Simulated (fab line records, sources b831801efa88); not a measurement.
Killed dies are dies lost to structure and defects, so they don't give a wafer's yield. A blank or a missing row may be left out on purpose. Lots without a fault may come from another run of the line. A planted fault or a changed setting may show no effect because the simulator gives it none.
Split-lot experiment | flow sfq_line | 5 lots, 23 wafers read, on a route of 325 steps

THE SPLIT
At SFQ_TRILAYER_M8_LITHO_COAT_193 (resist thk 600 nm), the setting resist_thk_nm was moved away from the recipe's 600 nm on 5 of the 23 wafers read, by -4.0% to +1.6%. The other wafers ran this setting at the recipe's value.

The reading is taken at the split's own step.

THE READING
KrF_of_TRILAYER_M8_LITHO_COAT_193.thk_nm (the simulator's own value, which no gauge read), in nm, at SFQ_TRILAYER_M8_LITHO_COAT_193 (resist thk 600 nm). The file gives no usual value for it. The 18 wafers here that ran the recipe average 598.6 nm, standard deviation 1.2 nm.

wafer  | tool, chamber at the split | resist_thk_nm as run, nm | against the recipe | KrF_of_TRILAYER_M8_LITHO_COAT_193.thk_nm, nm | against lot-mates on the recipe
L074.1 | litho_track-03, 0          | 600                      | recipe             | 598.2                                        | -
L074.2 | litho_track-03, 0          | 600                      | recipe             | 596.7                                        | -
L074.4 | litho_track-03, 0          | 600                      | recipe             | 599.2                                        | -
L074.5 | litho_track-03, 0          | 600                      | recipe             | 598.6                                        | -
L074.6 | litho_track-03, 0          | 600                      | recipe             | 597.7                                        | -
L078.1 | litho_track-01, 0          | 600                      | recipe             | 597.7                                        | -
L078.3 | litho_track-01, 0          | 600                      | recipe             | 599.9                                        | -
L078.4 | litho_track-01, 0          | 600                      | recipe             | 600.1                                        | -
L081.1 | litho_track-04, 0          | 600                      | recipe             | 598.5                                        | -
L081.5 | litho_track-04, 0          | 600                      | recipe             | 598.5                                        | -
L081.2 | litho_track-04, 0          | 600                      | recipe             | 599.4                                        | -
L081.3 | litho_track-04, 0          | 600                      | recipe             | 599.1                                        | -
L081.4 | litho_track-04, 0          | 600                      | recipe             | 600.3                                        | -
L083.1 | litho_track-01, 0          | 600                      | recipe             | 599.4                                        | -
L083.3 | litho_track-01, 0          | 609.4                    | +1.6%              | 606.8                                        | +9.5
L083.4 | litho_track-01, 0          | 600                      | recipe             | 595.8                                        | -
L083.5 | litho_track-01, 0          | 600                      | recipe             | 596.7                                        | -
L083.6 | litho_track-01, 0          | 609.4                    | +1.6%              | 608.1                                        | +10.8
L082.1 | litho_track-04, 0          | 576.1                    | -4.0%              | 574.4                                        | -25.1
L082.6 | litho_track-04, 0          | 576.1                    | -4.0%              | 574.4                                        | -25.1
L082.2 | litho_track-04, 0          | 576.1                    | -4.0%              | 574.6                                        | -24.9
L082.3 | litho_track-04, 0          | 600                      | recipe             | 599.8                                        | -
L082.4 | litho_track-04, 0          | 600                      | recipe             | 599.3                                        | -

THE FIT
A straight line over all 23 wafers: KrF_of_TRILAYER_M8_LITHO_COAT_193.thk_nm changes by +6.01 nm for each +1% of resist_thk_nm; r = +0.99; the points scatter about the line by 1.2 nm.
The same after taking each lot's own level away (the mean of its wafers on the recipe; 23 wafers): +6.32 nm for each +1%; r = +1.00; scatter 0.91 nm.
On that fit, the largest move of resist_thk_nm shifts the reading by 25 nm.
The lots' own levels span 597.30 to 599.55 nm, that is 1.8 times the standard deviation above.
So the lot-to-lot level changes the slope little: the two slopes agree.
Check: with one of the wafers moved furthest among these (-4.0%) left out of the fit, the line predicts -25.1 nm for it against its lot-mates. It came out at -25.1 nm against them.

OTHER SPLITS ON THESE WAFERS
These wafers also went through other splits before the reading. Each is held against what the fit with the lots' levels taken away leaves over:
other split on the same wafers                   | wafers away from the commonest value | r with KrF_of_TRILAYER_M8_LITHO_COAT_193.thk_nm (lot level and that fit taken away)
SFQ_TRILAYER_R5_LITHO_PEB_139 peb_time_s         | 7                                    | -0.01
SFQ_TRILAYER_C5_BARC_OPEN_VIA_ETCH_210 time_s    | 11                                   | -0.08
SFQ_TRILAYER_M6_LITHO_COAT_164 spin_rpm          | 6                                    | -0.08
SFQ_TRILAYER_M6_LITHO_PEB_162 peb_temp_c         | 9                                    | -0.53
SFQ_TRILAYER_I6_VIA_LITHO_EXPOSE_170 dose_mj     | 5                                    | +0.03
SFQ_TRILAYER_I6_VIA_ETCH_VIA_ETCH_172 bias_w     | 9                                    | -0.14
SFQ_TRILAYER_M7_DEP_SPUTTER_175 power_w          | 7                                    | +0.03
SFQ_TRILAYER_M7_LITHO_COAT_177 resist_thk_nm     | 9                                    | +0.14
SFQ_TRILAYER_M7_BARC_OPEN_METAL_ETCH_229 bias_w  | 8                                    | -0.10
SFQ_TRILAYER_I7_VIA_LITHO_COAT_187 resist_thk_nm | 6                                    | -0.09

THE FILE'S OWN FIT
KrF_of_TRILAYER_M8_LITHO_COAT_193.thk_nm changes by +6.32 nm for each +1% of resist_thk_nm, r = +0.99.
